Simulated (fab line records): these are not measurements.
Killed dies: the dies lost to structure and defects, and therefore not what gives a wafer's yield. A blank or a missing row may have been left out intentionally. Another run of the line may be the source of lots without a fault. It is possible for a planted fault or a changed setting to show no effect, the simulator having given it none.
fab line records    flow sky130    part 2 of 2: steps 38 to 51 of 51
[record] lots = 5  wafers = 15  last_day = 50
route steps=708 shown LDD_N@250 LDD_P@255 LDD_HVN@267 LDD_HVP@278 LDD_LDN@289
lots that met no fault: from a run of the same line without faults
start_h: start of the lot's first displayed wafer, in hours after the record's first day    wait_h: hours from the lot's prior step to this one    " same as the row above    L1.1+2: several wafers, shown together as one row    - no value, or no start given    * or withheld: withheld    < > ~ a bound
route shown NAME@n: a module of which the file shows steps, and the number in the route of the first    usual: mean/standard deviation of fault-free wafers    same: alike in all rows    chamber/n: place in a boat    sites: readings site by site    _std_site: the standard deviation of these    _edge_site: mean of outer sites minus mean of inner sites    radius_mm: how far each site lies from the wafer's centre    mask NAME#n: copy n    behind: tool/chamber where the wafer was last shaped    hold: the reason the lot was held/the length of the hold in hours/how it ended    device: transistor that didn't switch, given as n, p or np    end of line: tests of these same wafers at the route's end    where a step has no rows: the recipe by itself    killed: dies that structure and defects cost at the first sort, which is not the same as the wafer's yield    map: per-die view of a wafer (x killed, . not killed, _ where there is no die)
set.NAME: the setting that was run; set.NAME@STEP: the one run at that earlier step    model.NAME: the simulator's own value behind a step, which no gauge read
certain route steps with their lots: each step a table, each wafer a row
services: from which hour (start_h, from the record's first day; less than 0 if before it) a tool's chamber was out of use, for how many hours, and why
[[steps]]
[step SKY_LDD_HVP_STRIP_09]
[recipe] chemistry = O2/N2  power_w = 1400  pressure_mtorr = 1500  platen_temp_c = withheld  o2_flow_sccm = 3000  n2_flow_sccm = 300  overash_fraction = 0.5
[usual] chamber_pressure_mTorr = 1500.0/1.3  drypump_motor_current_A = 5.7/0.33  oes_product_au = 0.408/0.0045  strip_time_to_endpoint_s = 4.136/0.016
lot.wafer  tool             chamber  start_h  wait_h  chamber_pressure_mTorr  drypump_motor_current_A  oes_product_au  rf_hours_counter_h  strip_time_to_endpoint_s
L076.3     plasma_asher-04  1        512.64   0.2     1497.6                  5.9                      0.406           -                   4.151
L076.4     "                0        "        "       1499.9                  5.7                      0.407           -                   4.131
L076.6     "                0        "        "       1499.3                  5.7                      0.403           -                   4.153
L080.3     plasma_asher-02  0        543.50   0.1     1499.9                  5.3                      0.405           -                   4.155
L080.5     "                0        "        "       1500.5                  5.3                      0.411           -                   4.111
L080.6     "                1        "        "       1498.6                  6.1                      0.406           -                   4.141
L083.1     plasma_asher-01  0        578.09   0.1     1502.9                  5.1                      0.410           78                  4.136
L083.4     "                0        "        "       1502.0                  5.1                      0.409           -                   4.146
L083.5     "                0        "        "       1502.5                  5.1                      0.403           -                   4.146
L084.3     plasma_asher-04  0        581.24   0.1     1500.7                  5.7                      0.407           -                   4.136
L084.4     "                1        "        "       1499.2                  5.9                      0.408           -                   4.138
L084.6     "                1        "        "       1499.8                  5.9                      0.409           -                   4.167
L097.1     plasma_asher-04  1        687.01   0.1     1499.3                  5.9                      0.411           56                  4.128
L097.3     "                0        "        "       1500.5                  5.7                      0.407           -                   4.138
L097.4     "                1        "        "       1498.8                  5.9                      0.407           -                   4.129
[step SKY_LDD_HVP_TW_MEAS_10]
[usual] LDD_HVP_TW = 456/3.8
lot.wafer  tool           chamber  start_h  wait_h  LDD_HVP_TW
L076.3     film_metro-02  -        512.73   0.1     450
L076.4     "              -        "        "       451
L076.6     "              -        "        "       450
L080.3     film_metro-03  -        543.58   0.1     461
L080.5     "              -        "        "       460
L080.6     "              -        "        "       461
L083.1     film_metro-03  -        578.19   0.1     456
L083.4     "              -        "        "       457
L083.5     "              -        "        "       456
L084.3     film_metro-03  -        581.33   0.1     458
L084.4     "              -        "        "       458
L084.6     "              -        "        "       458
L097.1     film_metro-03  -        687.11   0.1     459
L097.3     "              -        "        "       457
L097.4     "              -        "        "       456
[step SKY_LDD_LDN_DEHYDRATE_00]
[recipe] temp_c = 200  time_s = 60
lot.wafer   tool            chamber  start_h  wait_h
L076.3+4+6  litho_track-04  0        527.64   14.9
L080.3+5+6  litho_track-01  0        558.75   15.2
L083.1+4+5  litho_track-03  0        592.47   14.3
L084.3+4+6  litho_track-04  0        595.44   14.1
L097.1+3+4  litho_track-01  0        700.05   12.9
[step SKY_LDD_LDN_HMDS_01]
[recipe] prime_time_s = 60  prime_temp_c = 120
lot.wafer   tool            chamber  start_h  wait_h
L076.3+4+6  litho_track-04  0        527.79   0.1
L080.3+5+6  litho_track-01  0        558.90   0.1
L083.1+4+5  litho_track-03  0        592.62   0.1
L084.3+4+6  litho_track-04  0        595.59   0.1
L097.1+3+4  litho_track-01  0        700.20   0.1
[step SKY_LDD_LDN_COAT_02]
[recipe] resist = NOVOLAK  spin_rpm = 3000  resist_thk_nm = 1140
lot.wafer   tool            chamber  start_h  wait_h
L076.3+4+6  litho_track-04  0        527.94   0.1
L080.3+5+6  litho_track-01  0        559.05   0.1
L083.1+4+5  litho_track-03  0        592.77   0.1
L084.3+4+6  litho_track-04  0        595.74   0.1
L097.1+3+4  litho_track-01  0        700.35   0.1
[step SKY_LDD_LDN_SOFTBAKE_03]
[recipe] temp_c = 90  time_s = 60  resist = NOVOLAK
lot.wafer   tool            chamber  start_h  wait_h
L076.3+4+6  litho_track-04  0        528.09   0.1
L080.3+5+6  litho_track-01  0        559.20   0.1
L083.1+4+5  litho_track-03  0        592.92   0.1
L084.3+4+6  litho_track-04  0        595.89   0.1
L097.1+3+4  litho_track-01  0        700.50   0.1
[step SKY_LDD_LDN_EXPOSE_04]
[recipe] mask_id = LDNTM  na = 0.6  source_shape = conventional  sigma_outer = 0.6  polarization = unpolarized  target_cd_nm = 700  dose_mj = 140
[same] na = 0.6
lot.wafer   tool              chamber  start_h  wait_h  mask
L076.3+4+6  iline_stepper-02  0        -        -       LDNTM#0
L080.3+5+6  iline_stepper-02  0        -        -       LDNTM#0
L083.1+4+5  iline_stepper-02  0        -        -       LDNTM#0
L084.3+4+6  iline_stepper-02  0        -        -       LDNTM#0
L097.1+3+4  iline_stepper-02  0        -        -       LDNTM#0
[step SKY_LDD_LDN_PEB_05]
[recipe] temp_c = withheld  time_s = *  resist = NOVOLAK
lot.wafer   tool            chamber  start_h  wait_h
L076.3+4+6  litho_track-03  0        -        -
L080.3+5+6  litho_track-01  0        -        -
L083.1+4+5  litho_track-03  0        -        -
L084.3+4+6  litho_track-03  0        -        -
L097.1+3+4  litho_track-01  0        -        -
[step SKY_LDD_LDN_DEVELOP_06]
[recipe] resist = NOVOLAK  developer = TMAH  develop_time_s = 60  dev_temp_c = 23
lot.wafer   tool            chamber  start_h  wait_h
L076.3+4+6  litho_track-03  0        542.92   0.1
L080.3+5+6  litho_track-01  0        573.10   0.1
L083.1+4+5  litho_track-03  0        607.12   0.1
L084.3+4+6  litho_track-03  0        610.27   0.1
L097.1+3+4  litho_track-01  0        714.35   0.1
[step SKY_LDD_LDN_OVL_MEAS_07]
[usual] LDD_LDN_OVL = 0.3/1.7
lot.wafer  tool        chamber  start_h  wait_h  LDD_LDN_OVL[nm]
L076.3     overlay-02  -        543.03   0.1     0.7
L076.4     "           -        "        "       0.1
L076.6     "           -        "        "       1.7
L080.3     overlay-01  -        573.22   0.1     0.0
L080.5     "           -        "        "       1.7
L080.6     "           -        "        "       0.7
L083.1     overlay-02  -        607.27   0.1     2.1
L083.4     "           -        "        "       0.3
L083.5     "           -        "        "       0.1
L084.3     overlay-02  -        610.38   0.1     -2.3
L084.4     "           -        "        "       0.1
L084.6     "           -        "        "       -1.4
L097.1     overlay-02  -        714.50   0.1     2.9
L097.3     "           -        "        "       4.1
L097.4     "           -        "        "       1.8
[step SKY_LDD_LDN_IMPLANT_08]
[recipe] species = As  energy_kev = 15  dose_cm2 = 1.25e+13  tilt_deg = withheld  rotation_deg = 23
lot.wafer   tool          chamber  start_h  wait_h
L076.3+4+6  implanter-03  0        543.11   0.1
L080.3+5+6  implanter-02  0        573.29   0.1
L083.1+4+5  implanter-02  0        607.31   0.0
L084.3+4+6  implanter-02  0        610.46   0.1
L097.1+3+4  implanter-03  0        714.54   0.0
[step SKY_LDD_LDN_IMPLANT_09]
[recipe] species = As  energy_kev = 15  dose_cm2 = 1.25e+13  tilt_deg = withheld  rotation_deg = 113
lot.wafer   tool          chamber  start_h  wait_h
L076.3+4+6  implanter-03  0        543.26   0.1
L080.3+5+6  implanter-02  0        573.44   0.1
L083.1+4+5  implanter-02  0        607.46   0.1
L084.3+4+6  implanter-02  0        610.61   0.1
L097.1+3+4  implanter-03  0        714.69   0.1
[step SKY_LDD_LDN_IMPLANT_10]
[recipe] species = As  energy_kev = 15  dose_cm2 = 1.25e+13  tilt_deg = withheld  rotation_deg = 203
lot.wafer   tool          chamber  start_h  wait_h
L076.3+4+6  implanter-03  0        543.41   0.1
L080.3+5+6  implanter-02  0        573.59   0.1
L083.1+4+5  implanter-02  0        607.61   0.1
L084.3+4+6  implanter-02  0        610.76   0.1
L097.1+3+4  implanter-03  0        714.84   0.1
[step SKY_LDD_LDN_IMPLANT_11]
[recipe] species = As  energy_kev = 15  dose_cm2 = 1.25e+13  tilt_deg = withheld  rotation_deg = 293
lot.wafer   tool          chamber  start_h  wait_h
L076.3+4+6  implanter-03  0        543.56   0.1
L080.3+5+6  implanter-02  0        573.74   0.1
L083.1+4+5  implanter-02  0        607.76   0.1
L084.3+4+6  implanter-02  0        610.91   0.1
L097.1+3+4  implanter-03  0        714.99   0.1
[[services]]
tool              chamber  start_h  hours  kind
plasma_asher-04   -        401.68   2.8    pm
plasma_asher-02   -        421.25   9.0    pm
plasma_asher-02   0        421.25   9.0    vent_cycle
iline_stepper-02  -        421.40   0.6    repair
implanter-03      -        424.06   3.8    repair
implanter-02      -        426.00   63.6   pm
implanter-03      -        457.98   5.5    pm
implanter-01      -        458.81   1.2    repair
implanter-03      -        480.60   6.3    repair
plasma_asher-03   -        501.43   2.8    pm
implanter-04      -        517.82   3.8    repair
iline_stepper-02  -        521.43   1.7    pm
iline_stepper-01  -        538.29   1.7    pm
implanter-04      -        538.53   4.4    repair
iline_stepper-01  -        548.95   4.4    pm
implanter-04      -        551.31   2.2    repair
iline_stepper-01  0        569.93   -      calibration
iline_stepper-02  0        575.24   -      calibration
implanter-03      -        585.79   9.0    pm
plasma_asher-04   -        595.33   1.9    repair
plasma_asher-04   -        616.86   3.0    repair
plasma_asher-01   -        659.03   2.8    pm
iline_stepper-02  -        685.63   2.1    pm
iline_stepper-02  -        687.71   -      consumable_replace:lamp
